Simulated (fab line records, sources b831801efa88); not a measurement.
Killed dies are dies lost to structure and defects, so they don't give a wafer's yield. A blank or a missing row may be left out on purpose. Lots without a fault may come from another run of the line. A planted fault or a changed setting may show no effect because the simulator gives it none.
Which tool did it? | flow gf180mcu | 13 lots, 39 wafers sampled, at 1 step of a route of 602

WHAT THE GAUGES READ, wafer by wafer
GF_HV_LDD_OVL_MEAS_08. Usual: HV_LDD_OVL 1.0 nm, standard deviation 2.
lot  | measured     | on         | HV_LDD_OVL (nm) | flag
L780 | day 10 02:29 | overlay-02 | 1.5 1.9 4.2     |
L781 | day 10 07:19 | overlay-02 | -0.4 -1.7 -3.0  |
L782 | day 10 16:07 | overlay-01 | 3.3 1.9 2.2     |
L785 | day 11 14:44 | overlay-01 | 0.2 0.5 0.5     |
L787 | day 11 23:39 | overlay-01 | 3.1 2.4 2.5     |
L788 | day 12 08:20 | overlay-02 | -2.3 -2.3 0.1   |
L789 | day 13 01:14 | overlay-01 | -0.3 -0.9 -0.6  |
L791 | day 13 13:45 | overlay-01 | 0.6 -0.1 0.1    |
L792 | day 14 06:07 | overlay-01 | -1.9 -0.2 1.0   |
L794 | day 14 22:26 | overlay-02 | 2.1 4.4 3.0     |
L796 | day 15 08:49 | overlay-01 | 1.4 4.3 3.0     |
L797 | day 15 11:52 | overlay-01 | 0.6 0.7 -1.5    |
L803 | day 17 08:04 | overlay-01 | 3.4 4.2 0.7     |

WHICH TOOL RAN EACH LOT (tool, then ch and the chambers of the sampled wafers, then the start)
The record holds no process step before these readings.

WHAT THE TOOLS THEMSELVES READ (means of the sampled wafers that have a number; where no wafer has one, the mark that the record gives instead)
The record holds no such reading with a usual standard deviation.

THE ANSWER, worked out from the rows above alone
Rule: a lot is off if the mean of its wafers that have a number lies more than 3 standard deviations from the usual mean. A lot without any number at a reading at which 4 lots or more have one is off too. The other lots that the step has rows for count as sound. The gauges are gone through in route order, then the tools' own readings, and for those a lot's mean is taken as printed above. The first step at which some lot is off is used, and at that step the reading that is off furthest; a lot without a number counts as furthest.
No lot is off at any reading shown: from this, nothing can be told.

WHAT THE SIMULATOR HAD PUT IN
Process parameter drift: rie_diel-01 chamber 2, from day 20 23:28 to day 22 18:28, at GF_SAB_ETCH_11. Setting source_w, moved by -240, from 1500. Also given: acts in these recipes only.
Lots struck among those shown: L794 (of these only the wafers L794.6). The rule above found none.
